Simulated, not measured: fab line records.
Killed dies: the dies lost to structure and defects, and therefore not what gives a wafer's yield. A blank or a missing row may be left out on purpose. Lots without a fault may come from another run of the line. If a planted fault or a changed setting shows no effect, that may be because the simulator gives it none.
Chamber matching ; flow sky130 ; 4 sister chambers for SKY_POLY_GATE_ETCH_17 on rie_si-01
The step etches poly-Si in HBr/Cl2, stops on SiO2, target depth 180 nm, time 70.5 s. 4 wafers are shown with their chamber, then 8 later ones without.

== WAFERS PAIRED WITH THEIR CHAMBERS ==
wafer;chamber;drypump_motor_current_A (A)
L797.2;2;5.73
L797.6;1;6.11
L799.6;0;5.95
L801.3;3;5.86

== WAFERS WITHOUT THEIR CHAMBER ==
wafer;drypump_motor_current_A (A)
L801.4;6.10
L801.6;5.85
L803.2;5.73
L803.3;6.07
L803.5;6.08
L805.1;5.87
L805.2;5.73
L805.4;5.74

== THE CHAMBER EACH PASSED THROUGH ==
wafer;from the rows above;in truth
L801.4;1;1
L801.6;3;3
L803.2;2;2
L803.3;1;1
L803.5;1;1
L805.1;3;3
L805.2;2;2
L805.4;2;2
Placed correctly: 8 of 8. Number that these rows cannot place: 0. 0 placed wrongly.
How it was worked out, from the rows above alone: a wafer's distance from a chamber is the root of the sum, over the readings, of the square of ((its reading less the chamber's mean) divided by the reading's scatter). If the next closest chamber is less than 2 further off than the closest, the wafer can't be placed; otherwise it belongs to the closest. The mean given for a chamber averages the wafers shown for that chamber. The scatter: root of mean squared gap, hidden wafer to nearest shown wafer, with one shown wafer a chamber.
